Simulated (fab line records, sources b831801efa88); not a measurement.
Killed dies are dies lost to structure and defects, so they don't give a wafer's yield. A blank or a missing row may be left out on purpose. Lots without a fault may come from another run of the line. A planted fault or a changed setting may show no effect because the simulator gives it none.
Which tool did it? | flow gf180mcu | 12 lots, 36 wafers sampled, at 3 steps of a route of 602

WHAT THE GAUGES READ, wafer by wafer
GF_V1_RS_MEAS_24: measures by four-point-probe.
lot  | measured     | on            | V1_W_RS (ohm/sq)
L075 | day 18 20:52 | film_metro-02 | 0.332 0.334 0.333
L077 | day 20 05:52 | film_metro-01 | 0.332 0.332 0.332
L079 | day 20 10:05 | film_metro-02 | 0.325 0.326 0.327
L081 | day 21 11:34 | film_metro-02 | 0.329 0.327 0.328
L083 | day 22 05:50 | film_metro-02 | 0.325 0.322 0.323
L085 | day 22 20:16 | film_metro-01 | 0.327 0.329 0.327
L087 | day 23 09:07 | film_metro-02 | 0.327 0.334 0.329
L089 | day 24 04:13 | film_metro-02 | 0.331 0.334 0.332
L091 | day 24 18:22 | film_metro-04 | 0.332 0.331 0.333
L093 | day 25 05:49 | film_metro-02 | 0.333 0.326 0.328
L095 | day 26 00:13 | film_metro-02 | 0.332 0.326 0.327
L097 | day 26 21:59 | film_metro-01 | 0.327 0.331 0.327

WHICH TOOL RAN EACH LOT (tool, then ch and the chambers of the sampled wafers, then the start)
lot  | GF_CONTACT_SPUTTER_22        | GF_V1_CVD_02
L075 | pvd_sputter-02, day 16 17:56 | pecvd-02 ch 1,2, day 17 18:59
L077 | pvd_sputter-04, day 18 01:21 | pecvd-02 ch 1,2, day 19 03:33
L079 | pvd_sputter-03, day 18 05:33 | pecvd-03 ch 0,1,2, day 19 07:52
L081 | pvd_sputter-03, day 19 08:20 | pecvd-01 ch 0,2, day 20 10:22
L083 | pvd_sputter-03, day 20 01:02 | pecvd-01 ch 0,1,2, day 21 04:00
L085 | pvd_sputter-03, day 20 17:13 | pecvd-02 ch 0,1, day 21 19:08
L087 | pvd_sputter-04, day 21 07:09 | pecvd-02 ch 0,2, day 22 08:39
L089 | pvd_sputter-03, day 22 02:13 | pecvd-03 ch 1,2, day 23 03:37
L091 | pvd_sputter-04, day 22 17:44 | pecvd-03 ch 0,1, day 23 17:59
L093 | pvd_sputter-02, day 23 05:55 | pecvd-01 ch 0,1,2, day 24 06:05
L095 | pvd_sputter-04, day 24 01:01 | pecvd-02 ch 1,2, day 25 01:38
L097 | pvd_sputter-03, day 24 23:15 | pecvd-02 ch 0,1,2, day 25 23:28
- GF_CONTACT_SPUTTER_22: material Ti, target thk 15 nm, time 80.02 s.
- GF_V1_CVD_02: deposits SiO2 from TEOS, target thk 850 nm, time 94.851 s.

THE ANSWER, worked out from the rows above alone
Rule: what is usual is taken from the lots themselves. Put in order of their means at a reading, lots are off if they are a third of the lots or fewer, leave a main group of 4 or more, and stand apart from it by a gap of 3 or more times the standard deviation of the main group's means; of several such gaps the widest counts. A main group whose means are all the same, to the digits that the tables above print for the reading, isn't used. A lot without any number at a reading at which 4 lots or more have one is off too. The other lots that the step has rows for count as sound.
No lot is off at any reading shown: from this, nothing can be told.

WHAT THE SIMULATOR HAD PUT IN
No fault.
